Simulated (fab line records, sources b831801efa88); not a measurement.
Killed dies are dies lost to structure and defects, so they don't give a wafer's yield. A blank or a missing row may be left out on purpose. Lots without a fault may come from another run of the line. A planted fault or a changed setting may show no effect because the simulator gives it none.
Which tool did it? | flow sky130 | 11 lots, 33 wafers sampled, at 1 step of a route of 708

WHAT THE GAUGES READ, wafer by wafer
SKY_POLY_GATE_THK_MEAS_04.
lot  | measured     | on            | POLY_GATE_CVD_03_THK (nm)
L264 | day 15 06:25 | film_metro-03 | 74.1 74.8 74.8
L265 | day 15 07:46 | film_metro-02 | 73.4 73.0 73.9
L269 | day 17 05:08 | film_metro-02 | 73.9 73.8 74.3
L271 | day 18 03:26 | film_metro-02 | 74.7 75.1 74.6
L275 | day 19 16:55 | film_metro-03 | 74.2 73.8 74.2
L276 | day 19 18:19 | film_metro-03 | 73.6 73.8 73.7
L278 | day 20 11:05 | film_metro-02 | 75.0 74.3 74.2
L279 | day 21 02:34 | film_metro-03 | 74.4 74.6 75.1
L280 | day 22 00:18 | film_metro-01 | 75.5 75.2 75.4
L282 | day 22 02:43 | film_metro-01 | 74.7 74.5 74.4
L287 | day 23 14:05 | film_metro-01 | 74.3 74.4 74.9

WHICH TOOL RAN EACH LOT (tool, then ch and the chambers of the sampled wafers, then the start)
The record holds no process step before these readings.

THE ANSWER, worked out from the rows above alone
Rule: what is usual is taken from the lots themselves. Put in order of their means at a reading, lots are off if they are a third of the lots or fewer, leave a main group of 4 or more, and stand apart from it by a gap of 3 or more times the standard deviation of the main group's means; of several such gaps the widest counts. A main group whose means are all the same, to the digits that the tables above print for the reading, isn't used. A lot without any number at a reading at which 4 lots or more have one is off too. The other lots that the step has rows for count as sound.
No lot is off at any reading shown: from this, nothing can be told.

WHAT THE SIMULATOR HAD PUT IN
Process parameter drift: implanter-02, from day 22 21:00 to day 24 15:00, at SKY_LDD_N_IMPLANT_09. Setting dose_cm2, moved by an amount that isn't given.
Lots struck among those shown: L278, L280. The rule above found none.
